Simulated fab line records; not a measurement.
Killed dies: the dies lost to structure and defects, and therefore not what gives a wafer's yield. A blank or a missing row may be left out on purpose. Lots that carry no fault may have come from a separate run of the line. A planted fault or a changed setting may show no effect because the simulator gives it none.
fab line records	flow gf180mcu	part 1 of 2: steps 1 to 32 of 33
record lots=7	wafers=21	lastDay=33
route steps=602 shown HV_LDD@232 NSD@235 PSD@248 PASSIVATION@602
lots that met no fault: from a run of the same line without faults
startH: the number of hours between the record's first day and the start of the first shown wafer of the lot	waitH: time in hours since the lot's previous step	" as in the row above	L1.1+2: several wafers, shown together as one row	- no value, or no start was given	* or withheld: withheld	< > ~ a bound
route shown NAME@n: names a module that has steps shown in the file, with the first one's number in the route	usual: mean/standard deviation taken from wafers without a fault	same: alike in all rows	chamber/n: place in a boat	sites: each site's reading	_std_site: standard deviation across them	_edge_site: mean of outer sites minus mean of inner sites	radiusMm: how far each site lies from the wafer's centre	mask NAME#n: copy n	behind: tool/chamber where the wafer was last shaped	hold: why the lot went on hold/how many hours it stayed there/how the hold came to an end	device: which transistor (n, p or np) failed to switch	end of line: the tests these same wafers got at the end of their route	for a step that has no rows: nothing shown but its recipe	killed: not the wafer's yield, but the dies lost to structure and defects at the first sort	map: per-die view of a wafer (x killed, . not killed, _ where there is no die)
set.NAME: the setting as run; set.NAME@STEP: as run at that earlier step	model.NAME: the simulator's own value behind a step, which no gauge read
certain route steps with their lots: each step a table, each wafer a row
services: when a tool's chamber went out of use (startH, in hours from the record's first day, below 0 if earlier), for how many hours, and the reason
## steps
# step GF_HV_LDD_CVD_56
# recipe material=Si3N4	precursor=DCS/NH3	targetThkNm=90	tempC=770	timeS=1543	pressureMtorr=250
# step GF_HV_LDD_THK_MEAS_57
# recipe reads=Si3N4_of_HV_LDD_CVD_56
# usual HV_LDD_CVD_56_THK=90.1/0.99
lot.wafer	tool	chamber	startH	waitH	HV_LDD_CVD_56_THK[nm]
L979.1	filmMetro-04	-	329.84	0.0	90.5
L979.3	"	-	"	"	90.2
L979.4	"	-	"	"	90.9
L981.3	filmMetro-02	-	334.01	0.0	90.5
L981.5	"	-	"	"	89.9
L981.6	"	-	"	"	90.0
L988.1	filmMetro-02	-	391.73	0.0	90.6
L988.2	"	-	"	"	90.4
L988.3	"	-	"	"	89.5
L989.1	filmMetro-03	-	403.75	0.0	90.8
L989.2	"	-	"	"	91.0
L989.3	"	-	"	"	91.3
L990.1	filmMetro-04	-	408.59	0.0	91.1
L990.4	"	-	"	"	90.4
L990.5	"	-	"	"	90.8
L991.2	filmMetro-02	-	421.28	0.0	89.5
L991.3	"	-	"	"	89.8
L991.6	"	-	"	"	89.8
L993.2	filmMetro-03	-	432.94	0.0	91.6
L993.3	"	-	"	"	91.6
L993.4	"	-	"	"	90.8
# step GF_HV_LDD_ETCHBACK_58
# recipe chemistry=CH3F/O2	target=Si3N4	stopOn=SiO2	sourceW=400	biasW=80	pressureMtorr=25	ch3fFlowSccm=40	O2_flow_sccm=30	timeS=100	targetDepthA=900
# usual drypumpMotorCurrentA=5.7/0.45	oesProductAu=0.843/0.0072	throttleValvePct=10.560/0.0082
# same timeS=100
lot.wafer	tool	chamber	startH	waitH	drypumpMotorCurrentA	oesProductAu	rfHoursCounterH	throttleValvePct
L979.1	rieDiel-01	0	329.90	0.1	5.3	0.841	74	10.564
L979.3	"	1	"	"	5.2	0.839	6	10.551
L979.4	"	2	"	"	6.3	0.846	14	10.544
L981.3	rieDiel-02	2	334.05	0.0	5.5	0.847	37	10.557
L981.5	"	1	"	"	6.2	0.847	-	10.563
L981.6	"	2	"	"	5.5	0.839	-	10.566
L988.1	rieDiel-03	1	391.79	0.1	5.2	0.852	89	10.552
L988.2	"	3	"	"	5.8	0.835	3	10.562
L988.3	"	0	"	"	6.4	0.838	112	10.551
L989.1	rieDiel-03	2	403.81	0.1	6.0	0.844	20	10.546
L989.2	"	1	"	"	5.2	0.846	89	10.573
L989.3	"	3	"	"	5.8	0.851	3	10.550
L990.1	rieDiel-02	3	408.65	0.1	5.4	0.854	96	10.555
L990.4	"	1	"	"	6.2	0.841	17	10.550
L990.5	"	1	"	"	6.2	0.848	-	10.558
L991.2	rieDiel-01	1	421.33	0.0	5.3	0.842	8	10.571
L991.3	"	2	"	"	6.3	0.839	16	10.572
L991.6	"	0	"	"	5.3	0.847	-	10.561
L993.2	rieDiel-03	2	432.99	0.0	6.0	0.856	21	10.557
L993.3	"	1	"	"	5.3	0.853	90	10.547
L993.4	"	0	"	"	6.4	0.850	0	10.560
# step GF_NSD_DEHYDRATE_00
# recipe tempC=200	timeS=60
# step GF_NSD_HMDS_01
# recipe primeTimeS=60	primeTempC=120
# step GF_NSD_COAT_02
# recipe resist=NOVOLAK	spinRpm=3000	resistThkNm=985.6
# step GF_NSD_SOFTBAKE_03
# recipe tempC=90	timeS=60	resist=NOVOLAK
# step GF_NSD_EXPOSE_04
# recipe maskId=Nplus	targetCdNm=400	na=0.6	sourceShape=conventional	sigmaOuter=0.6	doseMj=140
# step GF_NSD_PEB_05
# recipe tempC=withheld	timeS=*	resist=NOVOLAK
# step GF_NSD_DEVELOP_06
# recipe developTimeS=60	devTempC=23
# step GF_NSD_CD_MEAS_07
# recipe targetCdNm=400
# usual cdNm=400.0/2.1
lot.wafer	tool	chamber	startH	waitH	cdNm
L979.1	cdSem-02	-	350.89	0.1	396.8
L979.3	"	-	"	"	395.1
L979.4	"	-	"	"	396.6
L981.3	cdSem-02	-	355.88	0.1	395.8
L981.5	"	-	"	"	396.8
L981.6	"	-	"	"	398.1
L988.1	cdSem-02	-	415.49	0.1	400.0
L988.2	"	-	"	"	397.9
L988.3	"	-	"	"	400.3
L989.1	cdSem-02	-	428.49	0.1	402.1
L989.2	"	-	"	"	404.5
L989.3	"	-	"	"	404.9
L990.1	cdSem-02	-	432.19	0.1	400.0
L990.4	"	-	"	"	400.3
L990.5	"	-	"	"	399.9
L991.2	cdSem-02	-	444.63	0.1	401.7
L991.3	"	-	"	"	403.1
L991.6	"	-	"	"	403.6
L993.2	cdSem-01	-	455.66	0.1	401.9
L993.3	"	-	"	"	400.8
L993.4	"	-	"	"	401.4
# step GF_NSD_OVL_MEAS_08
# usual NSD_OVL=0.0/1.2
lot.wafer	tool	chamber	startH	waitH	NSD_OVL[nm]
L979.1	overlay-02	-	351.01	0.1	-1.7
L979.3	"	-	"	"	-0.5
L979.4	"	-	"	"	-1.3
L981.3	overlay-01	-	355.97	0.1	-0.3
L981.5	"	-	"	"	-1.8
L981.6	"	-	"	"	-1.2
L988.1	overlay-01	-	415.61	0.1	1.3
L988.2	"	-	"	"	0.9
L988.3	"	-	"	"	1.6
L989.1	overlay-02	-	428.61	0.1	-1.0
L989.2	"	-	"	"	-0.7
L989.3	"	-	"	"	-0.5
L990.1	overlay-01	-	432.31	0.1	-0.5
L990.4	"	-	"	"	-0.8
L990.5	"	-	"	"	-0.1
L991.2	overlay-01	-	444.73	0.1	2.1
L991.3	"	-	"	"	1.6
L991.6	"	-	"	"	0.0
L993.2	overlay-02	-	455.76	0.1	1.4
L993.3	"	-	"	"	1.5
L993.4	"	-	"	"	0.8
# step GF_NSD_IMPLANT_09
# recipe species=As	energyKev=60	doseCm2=4e+15	tiltDeg=7
# usual beamEnergyKeV=60.002/0.023	endStationPressureTorr=1.24e-05/1.4e-06
lot.wafer	tool	chamber	startH	waitH	beamEnergyKeV	endStationPressureTorr	model.implant.rpNm	model.implant.drpNm
L979.1	implanter-04	0	351.05	0.0	60.030	1.16e-05	37.74	16.15
L979.3	"	0	"	"	60.024	1.13e-05	37.74	16.15
L979.4	"	0	"	"	60.015	1.25e-05	37.74	16.15
L981.3	implanter-03	0	356.05	0.1	60.020	1.17e-05	37.42	16.15
L981.5	"	0	"	"	60.010	1.18e-05	37.42	16.15
L981.6	"	0	"	"	60.017	1.15e-05	37.42	16.15
L988.1	implanter-03	0	415.65	0.0	66.148	1.18e-05	39.25	17.4
L988.2	"	0	"	"	66.156	1.14e-05	39.25	17.4
L988.3	"	0	"	"	66.156	1.12e-05	39.25	17.4
L989.1	implanter-03	0	428.65	0.0	66.169	1.17e-05	39.46	17.4
L989.2	"	0	"	"	66.141	1.17e-05	39.46	17.4
L989.3	"	0	"	"	66.157	1.08e-05	39.46	17.4
L990.1	implanter-03	0	432.35	0.0	66.106	1.15e-05	39.23	17.4
L990.4	"	0	"	"	66.118	1.19e-05	39.23	17.4
L990.5	"	0	"	"	66.128	1.23e-05	39.23	17.4
L991.2	implanter-04	0	444.79	0.0	60.007	1.14e-05	36.72	16.15
L991.3	"	0	"	"	60.001	1.25e-05	36.72	16.15
L991.6	"	0	"	"	60.002	1.3e-05	36.72	16.15
L993.2	implanter-02	0	455.82	0.0	59.975	1.43e-05	37.01	16.15
L993.3	"	0	"	"	59.992	1.48e-05	37.01	16.15
L993.4	"	0	"	"	60.026	1.53e-05	37.01	16.15
# step GF_NSD_IMPLANT_10
# recipe species=P	energyKev=40	doseCm2=5e+14	tiltDeg=7
# step GF_NSD_STRIP_11
# recipe chemistry=O2/N2	powerW=1400	pressureMtorr=1500	platenTempC=250	o2FlowSccm=3000	n2FlowSccm=300	overashFraction=0.5
# usual drypumpMotorCurrentA=5.73/0.29	heaterPowerW=323/13	oesProductAu=0.485/0.0048	stripTimeToEndpointS=22.80/0.045
lot.wafer	tool	chamber	startH	waitH	drypumpMotorCurrentA	heaterPowerW	oesProductAu	rfHoursCounterH	stripTimeToEndpointS
L979.1	plasmaAsher-02	1	351.35	0.1	5.48	338	0.492	69	22.76
L979.3	"	0	"	"	6.22	333	0.488	-	22.80
L979.4	"	1	"	"	5.47	333	0.476	-	22.80
L981.3	plasmaAsher-03	1	356.33	0.1	5.45	325	0.480	-	22.81
L981.5	"	0	"	"	6.17	292	0.490	-	22.80
L981.6	"	1	"	"	5.45	322	0.492	-	22.88
L988.1	plasmaAsher-02	0	415.95	0.1	6.23	332	0.465	76	23.61
L988.2	"	1	"	"	5.47	333	0.470	76	23.61
L988.3	"	0	"	"	6.25	336	0.471	-	23.60
L989.1	plasmaAsher-04	1	428.95	0.1	5.49	309	0.477	36	23.65
L989.2	"	0	"	"	5.81	333	0.474	36	23.62
L989.3	"	0	"	"	5.83	333	0.475	-	23.56
L990.1	plasmaAsher-04	1	432.65	0.1	5.49	321	0.476	36	23.63
L990.4	"	1	"	"	5.50	315	0.483	-	23.59
L990.5	"	0	"	"	5.80	335	0.480	-	23.63
L991.2	plasmaAsher-02	1	445.06	0.1	5.49	341	0.478	1	22.80
L991.3	"	0	"	"	6.22	339	0.489	-	22.80
L991.6	"	0	"	"	6.26	329	0.483	-	22.82
L993.2	plasmaAsher-03	1	456.09	0.1	5.47	323	0.485	64	22.75
L993.3	"	1	"	"	5.43	324	0.485	-	22.73
L993.4	"	0	"	"	6.20	305	0.479	-	22.78
# step GF_NSD_TW_MEAS_12
# usual NSD_TW=4256/33
lot.wafer	tool	chamber	startH	waitH	hold	NSD_TW
L979.1	filmMetro-02	-	351.45	0.1	-	4256
L979.3	"	-	"	"	-	4255
L979.4	"	-	"	"	-	4267
L981.3	filmMetro-03	-	356.42	0.1	-	4197
L981.5	"	-	"	"	-	4221
L981.6	"	-	"	"	-	4228
L988.1	filmMetro-01	-	416.05	0.1	-	4367
L988.2	"	-	"	"	-	4356
L988.3	"	-	"	"	-	4339
L989.1	filmMetro-01	-	429.05	0.1	awaitDispo/0.2h/release	4387
L989.2	"	-	"	"	awaitDispo/0.2h/release	4400
L989.3	"	-	"	"	awaitDispo/0.2h/release	4386
L989.1	filmMetro-01	-	429.27	0.2	-	4358
L989.2	"	-	"	"	-	4374
L989.3	"	-	"	"	-	4386
L990.1	filmMetro-02	-	432.75	0.1	-	4302
L990.4	"	-	"	"	-	4323
L990.5	"	-	"	"	-	4325
L991.2	filmMetro-02	-	445.17	0.1	-	4232
L991.3	"	-	"	"	-	4239
L991.6	"	-	"	"	-	4233
L993.2	filmMetro-01	-	456.20	0.1	-	4295
L993.3	"	-	"	"	-	4281
L993.4	"	-	"	"	-	4273
# step GF_PSD_DEHYDRATE_00
# recipe tempC=200	timeS=60
# step GF_PSD_HMDS_01
# recipe primeTimeS=60	primeTempC=120
# step GF_PSD_COAT_02
# recipe resist=NOVOLAK	spinRpm=3000	resistThkNm=1000
# step GF_PSD_SOFTBAKE_03
# recipe tempC=90	timeS=60	resist=NOVOLAK
# step GF_PSD_EXPOSE_04
# recipe maskId=Pplus	targetCdNm=400	na=0.6	sourceShape=conventional	sigmaOuter=0.6	doseMj=138.6
# step GF_PSD_PEB_05
# recipe tempC=withheld	timeS=*	resist=NOVOLAK
# step GF_PSD_DEVELOP_06
# recipe developTimeS=60	devTempC=23
# step GF_PSD_CD_MEAS_07
# recipe targetCdNm=400
# usual cdNm=400.4/2.1
lot.wafer	tool	chamber	startH	waitH	cdNm
L979.1	cdSem-02	-	373.99	0.1	399.0
L979.3	"	-	"	"	398.7
L979.4	"	-	"	"	402.1
L981.3	cdSem-02	-	379.08	0.1	400.6
L981.5	"	-	"	"	400.5
L981.6	"	-	"	"	400.0
L988.1	cdSem-01	-	440.12	0.1	401.4
L988.2	"	-	"	"	401.3
L988.3	"	-	"	"	398.4
L989.1	cdSem-02	-	452.12	0.1	398.1
L989.2	"	-	"	"	400.3
L989.3	"	-	"	"	401.0
L990.1	cdSem-02	-	455.09	0.1	405.3
L990.4	"	-	"	"	405.2
L990.5	"	-	"	"	401.4
L991.2	cdSem-01	-	465.46	0.1	398.7
L991.3	"	-	"	"	399.6
L991.6	"	-	"	"	397.8
L993.2	cdSem-02	-	479.69	0.1	401.7
L993.3	"	-	"	"	401.8
L993.4	"	-	"	"	400.4
# step GF_PSD_OVL_MEAS_08
# usual PSD_OVL=-0.6/1.5
lot.wafer	tool	chamber	startH	waitH	PSD_OVL[nm]
L979.1	overlay-02	-	374.11	0.1	-3.2
L979.3	"	-	"	"	-2.1
L979.4	"	-	"	"	-3.3
L981.3	overlay-02	-	379.17	0.1	-0.2
L981.5	"	-	"	"	0.6
L981.6	"	-	"	"	-0.4
L988.1	overlay-01	-	440.24	0.1	-1.8
L988.2	"	-	"	"	-1.2
L988.3	"	-	"	"	-2.6
L989.1	overlay-01	-	452.24	0.1	-1.2
L989.2	"	-	"	"	-0.7
L989.3	"	-	"	"	-1.0
L990.1	overlay-02	-	455.21	0.1	-0.3
L990.4	"	-	"	"	-1.2
L990.5	"	-	"	"	-0.2
L991.2	overlay-02	-	465.57	0.1	1.2
L991.3	"	-	"	"	0.3
L991.6	"	-	"	"	0.7
L993.2	overlay-01	-	479.80	0.1	-2.2
L993.3	"	-	"	"	-0.6
L993.4	"	-	"	"	-0.4
# step GF_PSD_IMPLANT_09
# recipe species=BF2	energyKev=40	doseCm2=1.5e+15	tiltDeg=7
# step GF_PSD_STRIP_10
# recipe chemistry=O2/N2	powerW=1400	pressureMtorr=1500	platenTempC=250	o2FlowSccm=3000	n2FlowSccm=300	overashFraction=0.5
# usual drypumpMotorCurrentA=5.8/0.33	heaterPowerW=329/27	oesProductAu=0.592/0.0044	stripTimeToEndpointS=16.52/0.037
lot.wafer	tool	chamber	startH	waitH	drypumpMotorCurrentA	heaterPowerW	oesProductAu	rfHoursCounterH	stripTimeToEndpointS
L979.1	plasmaAsher-03	0	374.30	0.1	6.1	291	0.592	56	16.58
L979.3	"	0	"	"	6.1	306	0.594	-	16.61
L979.4	"	1	"	"	5.4	322	0.596	-	16.61
L981.3	plasmaAsher-02	0	379.38	0.1	6.2	334	0.594	-	16.57
L981.5	"	0	"	"	6.2	328	0.591	-	16.53
L981.6	"	1	"	"	5.5	330	0.601	-	16.57
L988.1	plasmaAsher-03	1	440.43	0.1	5.4	322	0.587	63	16.47
L988.2	"	0	"	"	6.2	300	0.598	63	16.50
L988.3	"	0	"	"	6.2	297	0.601	-	16.48
L989.1	plasmaAsher-03	1	452.43	0.1	5.5	333	0.591	64	16.51
L989.2	"	0	"	"	6.2	296	0.594	64	16.49
L989.3	"	0	"	"	6.2	299	0.589	-	16.54
L990.1	plasmaAsher-02	0	455.40	0.1	6.2	335	0.593	3	16.55
L990.4	"	0	"	"	6.3	342	0.589	-	16.50
L990.5	"	0	"	"	6.2	347	0.592	-	16.54
L991.2	plasmaAsher-01	0	465.75	0.1	5.8	385	0.583	80	16.47
L991.3	"	0	"	"	5.8	386	0.601	-	16.46
L991.6	"	1	"	"	5.5	293	0.599	-	16.52
L993.2	plasmaAsher-02	0	479.98	0.1	6.2	332	0.596	5	16.58
L993.3	"	0	"	"	6.2	340	0.593	-	16.59
L993.4	"	1	"	"	5.5	347	0.596	-	16.59
# step GF_PSD_TW_MEAS_11
# usual PSD_TW=3191/23
lot.wafer	tool	chamber	startH	waitH	PSD_TW
L979.1	filmMetro-02	-	374.40	0.1	3200
L979.3	"	-	"	"	3170
L979.4	"	-	"	"	3186
L981.3	filmMetro-02	-	379.47	0.1	3204
L981.5	"	-	"	"	3195
L981.6	"	-	"	"	3213
L988.1	filmMetro-02	-	440.53	0.1	3185
L988.2	"	-	"	"	3162
L988.3	"	-	"	"	3193
L989.1	filmMetro-01	-	452.53	0.1	3225
L989.2	"	-	"	"	3221
L989.3	"	-	"	"	3197
L990.1	filmMetro-02	-	455.50	0.1	3164
L990.4	"	-	"	"	3171
L990.5	"	-	"	"	3169
L991.2	filmMetro-01	-	465.86	0.1	3207
L991.3	"	-	"	"	3201
L991.6	"	-	"	"	3211
L993.2	filmMetro-03	-	480.09	0.1	3164
L993.3	"	-	"	"	3144
L993.4	"	-	"	"	3145
# step GF_PSD_CLEAN_12
# recipe chemistry=SC1/SC2	mix=1:4:20	tempC=70	timeS=150	dry=n2Spin
# step GF_PSD_RTA_13
# recipe tempC=1025	timeS=20	ambient=N2
# usual lampPowerPct=36/5.5	wafer_temp_C_max=1028.6/0.76
# same timeS=20
lot.wafer	tool	chamber	startH	waitH	lampPowerPct	wafer_temp_C_max
L979.1	rtpAnneal-01	0	374.51	0.0	40	1028.3
L979.3	"	0	"	"	40	1028.6
L979.4	"	0	"	"	40	1028.6
L981.3	rtpAnneal-01	0	379.58	0.0	40	1028.2
L981.5	"	0	"	"	40	1029.9
L981.6	"	0	"	"	40	1027.0
L988.1	rtpAnneal-01	0	440.64	0.0	40	1027.8
L988.2	"	0	"	"	40	1027.9
L988.3	"	0	"	"	40	1027.6
L989.1	rtpAnneal-02	0	452.64	0.0	29	1028.2
L989.2	"	0	"	"	29	1028.8
L989.3	"	0	"	"	29	1028.8
L990.1	rtpAnneal-02	0	455.61	0.0	29	1027.5
L990.4	"	0	"	"	29	1027.6
L990.5	"	0	"	"	29	1028.6
L991.2	rtpAnneal-01	0	465.97	0.0	40	1027.7
L991.3	"	0	"	"	40	1028.4
L991.6	"	0	"	"	40	1027.6
L993.2	rtpAnneal-02	0	480.20	0.0	29	1028.5
L993.3	"	0	"	"	29	1028.6
L993.4	"	0	"	"	29	1028.9
# step GF_PSD_RS_MEAS_14
# recipe thkMeasGauge=four-point-probe
# usual NSD_RS=46.10/0.088
lot.wafer	tool	chamber	startH	waitH	hold	NSD_RS[ohm/sq]
L979.1	filmMetro-03	-	374.59	0.1	-	45.97
L979.3	"	-	"	"	-	45.95
L979.4	"	-	"	"	-	45.98
L981.3	filmMetro-01	-	379.68	0.1	-	46.19
L981.5	"	-	"	"	-	46.14
L981.6	"	-	"	"	-	46.04
L988.1	filmMetro-03	-	440.72	0.1	awaitDispo/0.2h/release	44.26
L988.2	"	-	"	"	awaitDispo/0.2h/release	44.27
L988.3	"	-	"	"	awaitDispo/0.2h/release	44.39
L988.1	filmMetro-03	-	441.01	0.3	-	44.31
L988.2	"	-	"	"	-	44.37
L988.3	"	-	"	"	-	44.35
L989.1	filmMetro-03	-	452.72	0.1	awaitDispo/0.2h/release	44.20
L989.2	"	-	"	"	awaitDispo/0.2h/release	44.34
L989.3	"	-	"	"	awaitDispo/0.2h/release	44.30
L989.1	filmMetro-03	-	453.17	0.4	-	44.23
L989.2	"	-	"	"	-	44.35
L989.3	"	-	"	"	-	44.34
L990.1	filmMetro-02	-	455.69	0.1	awaitDispo/0.2h/release	44.38
L990.4	"	-	"	"	awaitDispo/0.2h/release	44.46
L990.5	"	-	"	"	awaitDispo/0.2h/release	44.52
L990.1	filmMetro-02	-	455.98	0.3	-	44.43
L990.4	"	-	"	"	-	44.46
L990.5	"	-	"	"	-	44.40
L991.2	filmMetro-03	-	466.06	0.1	-	46.14
L991.3	"	-	"	"	-	46.05
L991.6	"	-	"	"	-	46.02
L993.2	filmMetro-02	-	480.29	0.1	-	46.10
L993.3	"	-	"	"	-	46.25
L993.4	"	-	"	"	-	46.19
# step GF_PSD_RS_MEAS_15
# recipe thkMeasGauge=four-point-probe
# usual PSD_RS=108.5/0.3
lot.wafer	tool	chamber	startH	waitH	hold	PSD_RS[ohm/sq]
L979.1	filmMetro-03	-	374.71	0.1	-	108.0
L979.3	"	-	"	"	-	107.9
L979.4	"	-	"	"	-	107.7
L981.3	filmMetro-01	-	379.80	0.1	-	108.7
L981.5	"	-	"	"	-	108.6
L981.6	"	-	"	"	-	108.9
L988.1	filmMetro-03	-	442.23	1.2	awaitDispo/1.1h/release	108.7
L988.2	"	-	"	"	awaitDispo/1.1h/release	108.7
L988.3	"	-	"	"	awaitDispo/1.1h/release	108.7
L989.1	filmMetro-03	-	457.97	4.8	awaitDispo/4.6h/release	108.0
L989.2	"	-	"	"	awaitDispo/4.6h/release	108.4
L989.3	"	-	"	"	awaitDispo/4.6h/release	108.3
L990.1	filmMetro-02	-	461.63	5.6	awaitDispo/5.5h/release	108.7
L990.4	"	-	"	"	awaitDispo/5.5h/release	108.8
L990.5	"	-	"	"	awaitDispo/5.5h/release	108.7
L991.2	filmMetro-03	-	466.18	0.1	-	108.3
L991.3	"	-	"	"	-	108.6
L991.6	"	-	"	"	-	108.5
L993.2	filmMetro-02	-	480.41	0.1	-	108.6
L993.3	"	-	"	"	-	108.9
L993.4	"	-	"	"	-	109.0
## key
firstSign step=GF_NSD_IMPLANT_09	reading=beamEnergyKeV	direction=up	sigmas=99+	usual=60.002	struck=66.142
effect step=GF_NSD_STRIP_11	reading=stripTimeToEndpointS	direction=up	sigmas=18	usual=*	struck=*
effect step=GF_NSD_TW_MEAS_12	reading=NSD_TW	direction=up	sigmas=3	usual=4256	struck=4354
effect step=GF_PSD_RS_MEAS_14	reading=visit	direction=added
effect step=GF_PSD_RS_MEAS_14	reading=NSD_RS	direction=down	sigmas=20	usual=46.10	struck=44.35
modelEffect step=GF_NSD_IMPLANT_09	value=implant.rpNm	without=36.23	struck=39.32
modelEffect step=GF_PASSIVATION_PROBE_99	value=etest.nplusU.lineOhmUm	without=202	struck=195.8
metAt GF_NSD_IMPLANT_09
struckWafers L988.1,L988.2,L988.3,L989.1,L989.2,L989.3,L990.1,L990.4,L990.5
testerLeftOut L988,L989,L990
onsetBetween 356.05 415.65
fault kind=processParameterDrift	tool=implanter-03	chamber=-	onsetH=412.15	steps=GF_NSD_IMPLANT_09	channel=energyKev	offset=6.1317	shape=step	endH=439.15	actsIn=theseRecipesOnly	stated=60
# testerLeftOut: of these lots the tester's yield and bins aren't shown, on N5 and GAA mostly nor the transistor test; their killed dies are dies lost to structure and defects alone, not to doping, threshold or leakage, so they don't give the yield
